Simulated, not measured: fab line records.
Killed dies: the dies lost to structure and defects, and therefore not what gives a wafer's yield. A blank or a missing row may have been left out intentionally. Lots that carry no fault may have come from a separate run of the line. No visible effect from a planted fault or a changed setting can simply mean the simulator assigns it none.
fab line records	flow gf180mcu	part 1 of 2: steps 1 to 31 of 42
record lots=5	wafers=15	lastDay=34
route steps=602 shown PSD@251 NSD@262 SAB@264 SALICIDE@278 CONTACT@287
lots untouched by any fault: they come from a run of this same line in which no faults occurred
startH: the number of hours between the record's first day and the start of the first shown wafer of the lot	waitH: hours elapsed since this lot's preceding step	" unchanged from the row above	L1.1+2: several wafers, shown together as one row	- no value, or no start was given	* or withheld: withheld	< > ~ a bound
route shown NAME@n: names a module that has steps shown in the file, with the first one's number in the route	usual: the fault-free wafers' mean and standard deviation	same: alike in all rows	chamber/n: place in a boat	sites: readings site by site	_std_site: the values' standard deviation	_edge_site: the outer-site mean with the inner-site mean subtracted	radiusMm: how far each site lies from the wafer's centre	mask NAME#n: copy n	behind: tool/chamber where the wafer was last shaped	hold: cause of the lot's hold/its duration in hours/its outcome	device: which transistor (n, p or np) failed to switch	end of line: the route-end tests of the same wafers	a step without rows: its recipe alone	killed: at the first sort, the dies lost to defects and structure; wafer yield is something else	map: per-die view of a wafer (x killed, . not killed, _ where there is no die)
set.NAME: the run value of the setting; set.NAME@STEP: its run value at that earlier step	model.NAME: the simulator's own value behind a step, which no gauge read
lots at selected steps of the route; one table per step, one row per wafer
services: when a tool's chamber went out of use (startH, in hours from the record's first day, below 0 if earlier), for how many hours, and the reason
## steps
# step GF_PSD_SOFTBAKE_03
# recipe tempC=90	timeS=60	resist=NOVOLAK
lot.wafer	tool	chamber	startH	waitH
L075.2+3+6	lithoTrack-03	0	315.69	0.1
L077.2+3+4	lithoTrack-03	0	332.44	0.1
L084.1+2+4	lithoTrack-01	0	392.07	0.1
L086.1+3+6	lithoTrack-02	0	406.86	0.1
L097.1+4+5	lithoTrack-01	0	501.87	0.1
# step GF_PSD_EXPOSE_04
# recipe maskId=Pplus	targetCdNm=400	na=0.6	sourceShape=conventional	sigmaOuter=0.6	doseMj=140
lot.wafer	tool	chamber	startH	waitH	mask
L075.2+3+6	ilineStepper-01	0	-	-	Pplus#0
L077.2+3+4	ilineStepper-01	0	-	-	Pplus#0
L084.1+2+4	ilineStepper-02	0	-	-	Pplus#0
L086.1+3+6	ilineStepper-01	0	-	-	Pplus#0
L097.1+4+5	ilineStepper-02	0	-	-	Pplus#0
# step GF_PSD_PEB_05
# recipe tempC=withheld	timeS=*	resist=NOVOLAK
lot.wafer	tool	chamber	startH	waitH
L075.2+3+6	lithoTrack-02	0	-	-
L077.2+3+4	lithoTrack-03	0	-	-
L084.1+2+4	lithoTrack-03	0	-	-
L086.1+3+6	lithoTrack-02	0	-	-
L097.1+4+5	lithoTrack-03	0	-	-
# step GF_PSD_DEVELOP_06
# recipe developTimeS=60	devTempC=23.91
# same developTimeS=60
lot.wafer	tool	chamber	startH	waitH
L075.2+3+6	lithoTrack-02	0	325.79	0.1
L077.2+3+4	lithoTrack-03	0	341.99	0.1
L084.1+2+4	lithoTrack-03	0	403.76	0.1
L086.1+3+6	lithoTrack-02	0	418.11	0.1
L097.1+4+5	lithoTrack-03	0	513.26	0.1
# step GF_PSD_CD_MEAS_07
# recipe targetCdNm=400
# usual cdNm=399.2/1.9
lot.wafer	tool	chamber	startH	waitH	cdNm
L075.2	cdSem-02	-	325.93	0.1	397.3
L075.3	"	-	"	"	398.3
L075.6	"	-	"	"	400.7
L077.2	cdSem-01	-	342.14	0.1	402.8
L077.3	"	-	"	"	401.3
L077.4	"	-	"	"	401.5
L084.1	cdSem-02	-	403.91	0.1	400.9
L084.2	"	-	"	"	398.6
L084.4	"	-	"	"	400.2
L086.1	cdSem-02	-	418.26	0.1	397.8
L086.3	"	-	"	"	398.6
L086.6	"	-	"	"	400.9
L097.1	cdSem-02	-	513.41	0.1	401.2
L097.4	"	-	"	"	398.9
L097.5	"	-	"	"	397.3
# step GF_PSD_OVL_MEAS_08
# usual PSD_OVL=-0.1/1.8
lot.wafer	tool	chamber	startH	waitH	PSD_OVL[nm]
L075.2	overlay-01	-	326.04	0.1	2.1
L075.3	"	-	"	"	0.2
L075.6	"	-	"	"	1.2
L077.2	overlay-02	-	342.24	0.1	3.5
L077.3	"	-	"	"	-0.1
L077.4	"	-	"	"	2.4
L084.1	overlay-02	-	404.03	0.1	-1.0
L084.2	"	-	"	"	-3.0
L084.4	"	-	"	"	-1.5
L086.1	overlay-01	-	418.38	0.1	2.0
L086.3	"	-	"	"	2.4
L086.6	"	-	"	"	-0.3
L097.1	overlay-01	-	513.53	0.1	-2.8
L097.4	"	-	"	"	-1.4
L097.5	"	-	"	"	-2.0
# step GF_PSD_IMPLANT_09
# recipe species=BF2	energyKev=40	doseCm2=1.5e+15	tiltDeg=7
# usual beamEnergyKeV=40.001/0.012
lot.wafer	tool	chamber	startH	waitH	beamEnergyKeV
L075.2	implanter-02	0	326.10	0.0	40.022
L075.3	"	0	"	"	40.027
L075.6	"	0	"	"	40.016
L077.2	implanter-03	0	342.30	0.0	40.004
L077.3	"	0	"	"	40.012
L077.4	"	0	"	"	40.018
L084.1	implanter-01	0	404.07	0.0	40.015
L084.2	"	0	"	"	39.996
L084.4	"	0	"	"	40.000
L086.1	implanter-03	0	418.42	0.0	40.031
L086.3	"	0	"	"	40.015
L086.6	"	0	"	"	40.012
L097.1	implanter-03	0	513.57	0.0	39.999
L097.4	"	0	"	"	40.009
L097.5	"	0	"	"	40.004
# step GF_PSD_STRIP_10
# recipe chemistry=O2/N2	powerW=1400	pressureMtorr=1500	platenTempC=250	o2FlowSccm=3000	n2FlowSccm=300	overashFraction=0.5
# usual drypumpMotorCurrentA=5.6/0.38	heaterPowerW=317/16	oesProductAu=0.591/0.0053	stripTimeToEndpointS=16.53/0.033
lot.wafer	tool	chamber	startH	waitH	drypumpMotorCurrentA	heaterPowerW	oesProductAu	rfHoursCounterH	stripTimeToEndpointS
L075.2	plasmaAsher-04	0	326.22	0.1	5.6	304	0.585	70	16.52
L075.3	"	1	"	"	5.0	326	0.585	-	16.58
L075.6	"	0	"	"	5.6	314	0.591	-	16.56
L077.2	plasmaAsher-03	1	342.42	0.1	6.0	348	0.588	58	16.56
L077.3	"	1	"	"	6.0	336	0.596	-	16.56
L077.4	"	0	"	"	6.3	305	0.585	-	16.56
L084.1	plasmaAsher-03	0	404.22	0.1	6.3	301	0.592	64	16.56
L084.2	"	1	"	"	6.1	343	0.587	64	16.53
L084.4	"	0	"	"	6.3	302	0.590	-	16.54
L086.1	plasmaAsher-03	1	418.57	0.1	6.1	356	0.585	65	16.56
L086.3	"	1	"	"	6.0	343	0.597	-	16.57
L086.6	"	1	"	"	6.1	342	0.590	-	16.52
L097.1	plasmaAsher-04	1	513.72	0.1	5.1	322	0.598	10	16.54
L097.4	"	0	"	"	5.6	329	0.590	-	16.54
L097.5	"	1	"	"	5.1	325	0.593	-	16.55
# step GF_PSD_TW_MEAS_11
# usual PSD_TW=3200/24
lot.wafer	tool	chamber	startH	waitH	PSD_TW
L075.2	filmMetro-03	-	326.33	0.1	3212
L075.3	"	-	"	"	3232
L075.6	"	-	"	"	3223
L077.2	filmMetro-03	-	342.53	0.1	3222
L077.3	"	-	"	"	3225
L077.4	"	-	"	"	3226
L084.1	filmMetro-01	-	404.32	0.1	3165
L084.2	"	-	"	"	3137
L084.4	"	-	"	"	3136
L086.1	filmMetro-03	-	418.67	0.1	3238
L086.3	"	-	"	"	3224
L086.6	"	-	"	"	3236
L097.1	filmMetro-04	-	513.82	0.1	3215
L097.4	"	-	"	"	3207
L097.5	"	-	"	"	3205
# step GF_PSD_CLEAN_12
# recipe chemistry=SC1/SC2	mix=1:4:20	tempC=70	timeS=150	dry=n2Spin
lot.wafer	tool	chamber	startH	waitH
L075.2+3+6	wetBench-02	0	326.38	0.0
L077.2+3+4	wetBench-03	3	342.58	0.0
L084.1+2+4	wetBench-04	3	404.38	0.1
L086.1+3+6	wetBench-03	1	418.73	0.1
L097.1+4+5	wetBench-03	3	513.88	0.1
# step GF_PSD_RTA_13
# recipe tempC=1025	timeS=20	ambient=N2
# usual lampPowerPct=34.6/0.47	wafer_temp_C_max=1028.9/0.84
lot.wafer	tool	chamber	startH	waitH	lampPowerPct	wafer_temp_C_max
L075.2	rtpAnneal-01	0	326.51	0.0	34.1	1028.1
L075.3	"	0	"	"	34.1	1030.0
L075.6	"	0	"	"	34.1	1030.6
L077.2	rtpAnneal-02	0	342.65	0.0	35.0	1028.0
L077.3	"	0	"	"	35.1	1028.5
L077.4	"	0	"	"	35.1	1028.4
L084.1	rtpAnneal-02	0	404.44	0.0	35.2	1027.6
L084.2	"	0	"	"	35.0	1028.7
L084.4	"	0	"	"	35.0	1028.0
L086.1	rtpAnneal-02	0	418.78	0.0	35.0	1028.2
L086.3	"	0	"	"	35.1	1028.8
L086.6	"	0	"	"	35.1	1028.8
L097.1	rtpAnneal-02	0	513.93	0.0	35.1	1028.6
L097.4	"	0	"	"	35.1	1028.2
L097.5	"	0	"	"	35.1	1029.6
# step GF_PSD_RS_MEAS_14
# recipe thkMeasGauge=four-point-probe
# usual NSD_RS=46.09/0.084
lot.wafer	tool	chamber	startH	waitH	NSD_RS[ohm/sq]
L075.2	filmMetro-04	-	326.60	0.1	46.16
L075.3	"	-	"	"	46.19
L075.6	"	-	"	"	46.16
L077.2	filmMetro-04	-	342.74	0.1	46.13
L077.3	"	-	"	"	46.22
L077.4	"	-	"	"	45.98
L084.1	filmMetro-03	-	404.52	0.1	46.06
L084.2	"	-	"	"	46.07
L084.4	"	-	"	"	45.97
L086.1	filmMetro-01	-	418.86	0.1	46.18
L086.3	"	-	"	"	46.20
L086.6	"	-	"	"	46.03
L097.1	filmMetro-03	-	514.01	0.1	46.15
L097.4	"	-	"	"	45.98
L097.5	"	-	"	"	46.08
# step GF_PSD_RS_MEAS_15
# recipe thkMeasGauge=four-point-probe
# usual PSD_RS=108.43/0.3
lot.wafer	tool	chamber	startH	waitH	PSD_RS[ohm/sq]
L075.2	filmMetro-04	-	326.72	0.1	108.97
L075.3	"	-	"	"	108.45
L075.6	"	-	"	"	108.74
L077.2	filmMetro-04	-	342.86	0.1	108.80
L077.3	"	-	"	"	108.86
L077.4	"	-	"	"	108.30
L084.1	filmMetro-03	-	404.64	0.1	108.33
L084.2	"	-	"	"	108.29
L084.4	"	-	"	"	108.64
L086.1	filmMetro-01	-	418.98	0.1	108.51
L086.3	"	-	"	"	108.37
L086.6	"	-	"	"	108.39
L097.1	filmMetro-03	-	514.13	0.1	108.24
L097.4	"	-	"	"	108.45
L097.5	"	-	"	"	108.28
# step GF_SAB_CVD_00
# recipe material=SiO2	targetThkNm=50	precursor=TEOS	tempC=400	timeS=4.9302	rfW=600
# usual heaterPowerW=695/99
lot.wafer	tool	chamber	startH	waitH	heaterPowerW
L075.2	pecvd-04	1	326.82	0.1	860
L075.3	"	2	"	"	674
L075.6	"	2	"	"	669
L077.2	pecvd-03	0	342.96	0.1	786
L077.3	"	0	"	"	785
L077.4	"	2	"	"	605
L084.1	pecvd-02	0	404.76	0.1	651
L084.2	"	1	"	"	715
L084.4	"	0	"	"	678
L086.1	pecvd-04	2	419.10	0.1	710
L086.3	"	1	"	"	879
L086.6	"	2	"	"	714
L097.1	pecvd-02	2	514.25	0.1	582
L097.4	"	2	"	"	579
L097.5	"	0	"	"	829
# step GF_SAB_THK_MEAS_01
# recipe reads=SiO2_of_SAB_CVD_00
# usual SAB_CVD_00_THK=49.9/0.72
lot.wafer	tool	chamber	startH	waitH	SAB_CVD_00_THK[nm]
L075.2	filmMetro-01	-	326.85	0.0	49.5
L075.3	"	-	"	"	48.8
L075.6	"	-	"	"	49.3
L077.2	filmMetro-02	-	342.99	0.0	49.4
L077.3	"	-	"	"	49.8
L077.4	"	-	"	"	50.9
L084.1	filmMetro-01	-	404.79	0.0	48.7
L084.2	"	-	"	"	50.1
L084.4	"	-	"	"	49.1
L086.1	filmMetro-03	-	419.12	0.0	49.2
L086.3	"	-	"	"	50.0
L086.6	"	-	"	"	50.0
L097.1	filmMetro-03	-	514.27	0.0	49.0
L097.4	"	-	"	"	49.3
L097.5	"	-	"	"	49.5
# step GF_SAB_DEHYDRATE_02
# recipe tempC=200	timeS=60
lot.wafer	tool	chamber	startH	waitH
L075.2+3+6	lithoTrack-04	0	336.90	10.0
L077.2+3+4	lithoTrack-03	0	353.39	10.4
L084.1+2+4	lithoTrack-03	0	416.06	11.3
L086.1+3+6	lithoTrack-04	0	430.83	11.7
L097.1+4+5	lithoTrack-04	0	525.37	11.1
# step GF_SAB_HMDS_03
# recipe primeTimeS=60	primeTempC=120
lot.wafer	tool	chamber	startH	waitH
L075.2+3+6	lithoTrack-04	0	337.05	0.1
L077.2+3+4	lithoTrack-03	0	353.54	0.1
L084.1+2+4	lithoTrack-03	0	416.21	0.1
L086.1+3+6	lithoTrack-04	0	430.98	0.1
L097.1+4+5	lithoTrack-04	0	525.52	0.1
# step GF_SAB_COAT_04
# recipe resist=NOVOLAK	spinRpm=3000	resistThkNm=1000
# usual spinSpeedRpm=3000.1/1.7
lot.wafer	tool	chamber	startH	waitH	spinSpeedRpm
L075.2	lithoTrack-04	0	337.20	0.1	3003.1
L075.3	"	0	"	"	3000.9
L075.6	"	0	"	"	2999.8
L077.2	lithoTrack-03	0	353.69	0.1	2999.8
L077.3	"	0	"	"	2998.8
L077.4	"	0	"	"	3000.3
L084.1	lithoTrack-03	0	416.36	0.1	2997.7
L084.2	"	0	"	"	3000.1
L084.4	"	0	"	"	2998.7
L086.1	lithoTrack-04	0	431.13	0.1	2999.1
L086.3	"	0	"	"	2999.2
L086.6	"	0	"	"	3001.6
L097.1	lithoTrack-04	0	525.67	0.1	2998.3
L097.4	"	0	"	"	3001.7
L097.5	"	0	"	"	2999.7
# step GF_SAB_SOFTBAKE_05
# recipe tempC=90	timeS=60	resist=NOVOLAK
lot.wafer	tool	chamber	startH	waitH
L075.2+3+6	lithoTrack-04	0	337.35	0.1
L077.2+3+4	lithoTrack-03	0	353.84	0.1
L084.1+2+4	lithoTrack-03	0	416.51	0.1
L086.1+3+6	lithoTrack-04	0	431.28	0.1
L097.1+4+5	lithoTrack-04	0	525.82	0.1
# step GF_SAB_EXPOSE_06
# recipe maskId=SAB	targetCdNm=420	na=0.6	sourceShape=conventional	sigmaOuter=0.6	doseMj=140
lot.wafer	tool	chamber	startH	waitH	mask
L075.2+3+6	ilineStepper-02	0	-	-	SAB#0
L077.2+3+4	ilineStepper-02	0	-	-	SAB#0
L084.1+2+4	ilineStepper-01	0	-	-	SAB#0
L086.1+3+6	ilineStepper-02	0	-	-	SAB#0
L097.1+4+5	ilineStepper-02	0	-	-	SAB#0
# step GF_SAB_PEB_07
# recipe tempC=withheld	timeS=*	resist=NOVOLAK
lot.wafer	tool	chamber	startH	waitH
L075.2+3+6	lithoTrack-04	0	-	-
L077.2+3+4	lithoTrack-04	0	-	-
L084.1+2+4	lithoTrack-03	0	-	-
L086.1+3+6	lithoTrack-04	0	-	-
L097.1+4+5	lithoTrack-03	0	-	-
# step GF_SAB_DEVELOP_08
# recipe developTimeS=60	devTempC=23
# same developTimeS=60
lot.wafer	tool	chamber	startH	waitH
L075.2+3+6	lithoTrack-04	0	348.10	0.1
L077.2+3+4	lithoTrack-04	0	364.85	0.1
L084.1+2+4	lithoTrack-03	0	428.51	0.1
L086.1+3+6	lithoTrack-04	0	442.68	0.1
L097.1+4+5	lithoTrack-03	0	537.36	0.1
# step GF_SAB_CD_MEAS_09
# recipe targetCdNm=420
# usual cdNm=419.7/2
lot.wafer	tool	chamber	startH	waitH	cdNm
L075.2	cdSem-02	-	348.25	0.1	421.4
L075.3	"	-	"	"	419.3
L075.6	"	-	"	"	419.9
L077.2	cdSem-01	-	365.00	0.1	419.7
L077.3	"	-	"	"	419.4
L077.4	"	-	"	"	420.8
L084.1	cdSem-01	-	428.66	0.1	415.9
L084.2	"	-	"	"	416.6
L084.4	"	-	"	"	417.0
L086.1	cdSem-01	-	442.83	0.1	419.5
L086.3	"	-	"	"	423.2
L086.6	"	-	"	"	422.7
L097.1	cdSem-02	-	537.51	0.1	419.0
L097.4	"	-	"	"	417.7
L097.5	"	-	"	"	419.2
# step GF_SAB_OVL_MEAS_10
# usual SAB_OVL=0.8/1.2
lot.wafer	tool	chamber	startH	waitH	SAB_OVL[nm]
L075.2	overlay-02	-	348.35	0.1	-0.5
L075.3	"	-	"	"	1.8
L075.6	"	-	"	"	0.0
L077.2	overlay-01	-	365.10	0.1	-1.0
L077.3	"	-	"	"	0.9
L077.4	"	-	"	"	1.7
L084.1	overlay-01	-	428.78	0.1	-1.0
L084.2	"	-	"	"	0.0
L084.4	"	-	"	"	-2.0
L086.1	overlay-02	-	442.95	0.1	-1.4
L086.3	"	-	"	"	1.5
L086.6	"	-	"	"	0.5
L097.1	overlay-01	-	537.63	0.1	-0.2
L097.4	"	-	"	"	3.3
L097.5	"	-	"	"	1.9
# step GF_SAB_ETCH_11
# recipe chemistry=C4F8/O2/Ar	maskMaterial=NOVOLAK	target=SiO2	targetDepthNm=55	sourceW=1500	biasW=1200	pressureMtorr=40	c4f8FlowSccm=withheld	O2_flow_sccm=6	Ar_flow_sccm=300	timeS=8.5
# usual biasW=1201/3.3	oesProductAu=0.996/0.012
lot.wafer	tool	chamber	startH	waitH	biasW	oesProductAu	rfHoursCounterH
L075.2	rieDiel-01	2	348.38	0.0	1204	0.994	94
L075.3	"	1	"	"	1200	0.989	11
L075.6	"	3	"	"	1206	1.002	-
L077.2	rieDiel-01	1	365.13	0.0	1202	1.001	11
L077.3	"	2	"	"	1195	0.993	95
L077.4	"	3	"	"	1197	1.005	28
L084.1	rieDiel-03	2	428.82	0.0	1194	0.995	13
L084.2	"	3	"	"	1197	0.989	64
L084.4	"	1	"	"	1203	0.993	7
L086.1	rieDiel-03	2	442.98	0.0	1201	0.996	13
L086.3	"	3	"	"	1199	0.985	64
L086.6	"	3	"	"	1197	0.992	-
L097.1	rieDiel-02	2	537.67	0.0	1198	0.980	7
L097.4	"	0	"	"	1199	1.003	16
L097.5	"	2	"	"	1204	0.985	-
# step GF_SAB_WET_ETCH_12
# recipe chemistry=dHF	targetDepthNm=22	dry=n2Spin	target=SiO2	tempC=25	dilution=100:1	timeS=440
lot.wafer	tool	chamber	startH	waitH
L075.2+3+6	wetBench-01	0	348.40	0.0
L077.2+3+4	wetBench-01	3	365.15	0.0
L084.1+2+4	wetBench-01	0	428.84	0.0
L086.1+3+6	wetBench-04	3	443.00	0.0
L097.1+4+5	wetBench-02	0	537.69	0.0
# step GF_SAB_STRIP_13
# recipe chemistry=O2/N2	powerW=1400	pressureMtorr=1500	platenTempC=250	o2FlowSccm=3000	n2FlowSccm=300	overashFraction=0.5
# usual drypumpMotorCurrentA=6.0/0.31	heaterPowerW=314/21	oesProductAu=0.710/0.0046	stripTimeToEndpointS=12.62/0.042
lot.wafer	tool	chamber	startH	waitH	drypumpMotorCurrentA	heaterPowerW	oesProductAu	rfHoursCounterH	stripTimeToEndpointS
L075.2	plasmaAsher-03	1	348.67	0.0	6.1	334	0.718	58	12.68
L075.3	"	1	"	"	6.0	332	0.707	-	12.72
L075.6	"	1	"	"	6.0	344	0.717	-	12.68
L077.2	plasmaAsher-02	0	365.28	0.0	5.6	305	0.710	69	12.63
L077.3	"	1	"	"	5.6	305	0.713	-	12.59
L077.4	"	0	"	"	5.7	298	0.710	-	12.64
L084.1	plasmaAsher-02	0	428.97	0.0	5.6	304	0.703	75	12.57
L084.2	"	1	"	"	5.6	303	0.709	75	12.56
L084.4	"	1	"	"	5.6	306	0.709	-	12.62
L086.1	plasmaAsher-02	1	443.14	0.0	5.6	307	0.708	76	12.64
L086.3	"	0	"	"	5.7	309	0.708	-	12.63
L086.6	"	1	"	"	5.6	311	0.709	-	12.66
L097.1	plasmaAsher-01	0	537.83	0.0	6.4	287	0.704	46	12.63
L097.4	"	1	"	"	6.1	343	0.707	-	12.67
L097.5	"	0	"	"	6.4	290	0.711	-	12.69
# step GF_SALICIDE_CLEAN_00
# recipe chemistry=SC1/SC2	mix=1:4:20	tempC=70	timeS=150
lot.wafer	tool	chamber	startH	waitH
L075.2+3+6	wetBench-04	2	348.77	0.1
L077.2+3+4	wetBench-03	0	365.38	0.1
L084.1+2+4	wetBench-03	2	429.07	0.1
L086.1+3+6	wetBench-03	2	443.24	0.1
L097.1+4+5	wetBench-03	2	537.93	0.1
# step GF_SALICIDE_WET_ETCH_01
# recipe chemistry=dHF	targetDepthNm=5	dry=ipaMarangoni	target=SiO2	tempC=23.87	dilution=100:1	timeS=100
lot.wafer	tool	chamber	startH	waitH
L075.2+3+6	wetBench-01	3	348.82	0.0
L077.2+3+4	wetBench-04	0	365.43	0.0
L084.1+2+4	wetBench-01	1	429.12	0.0
L086.1+3+6	wetBench-04	0	443.29	0.0
L097.1+4+5	wetBench-03	3	537.98	0.0
# step GF_SALICIDE_SPUTTER_02
# recipe material=Co	targetThkNm=10	powerW=1000	timeS=20	chamberPressurePa=0.4
# usual throttleValvePct=30.4/1.1
lot.wafer	tool	chamber	startH	waitH	throttleValvePct
L075.2	pvdSputter-04	-	348.89	0.0	31.8
L075.3	"	-	"	"	30.4
L075.6	"	-	"	"	31.7
L077.2	pvdSputter-03	-	365.47	0.0	30.0
L077.3	"	-	"	"	30.5
L077.4	"	-	"	"	30.1
L084.1	pvdSputter-02	-	429.16	0.0	31.2
L084.2	"	-	"	"	27.2
L084.4	"	-	"	"	30.5
L086.1	pvdSputter-04	-	443.33	0.0	30.5
L086.3	"	-	"	"	31.6
L086.6	"	-	"	"	30.4
L097.1	pvdSputter-04	-	538.02	0.0	31.8
L097.4	"	-	"	"	29.8
L097.5	"	-	"	"	31.6
# step GF_SALICIDE_SPUTTER_03
# recipe material=TiN	targetThkNm=20	powerW=6500	timeS=16.7	chamberPressurePa=0.4
# usual throttleValvePct=30.4/1.1
lot.wafer	tool	chamber	startH	waitH	throttleValvePct
L075.2	pvdSputter-04	-	348.92	0.0	31.6
L075.3	"	-	"	"	30.5
L075.6	"	-	"	"	31.9
L077.2	pvdSputter-03	-	365.50	0.0	29.7
L077.3	"	-	"	"	30.7
L077.4	"	-	"	"	30.1
L084.1	pvdSputter-02	-	429.19	0.0	31.1
L084.2	"	-	"	"	27.0
L084.4	"	-	"	"	30.8
L086.1	pvdSputter-04	-	443.36	0.0	30.4
L086.3	"	-	"	"	31.9
L086.6	"	-	"	"	30.4
L097.1	pvdSputter-04	-	538.05	0.0	32.0
L097.4	"	-	"	"	29.7
L097.5	"	-	"	"	31.6
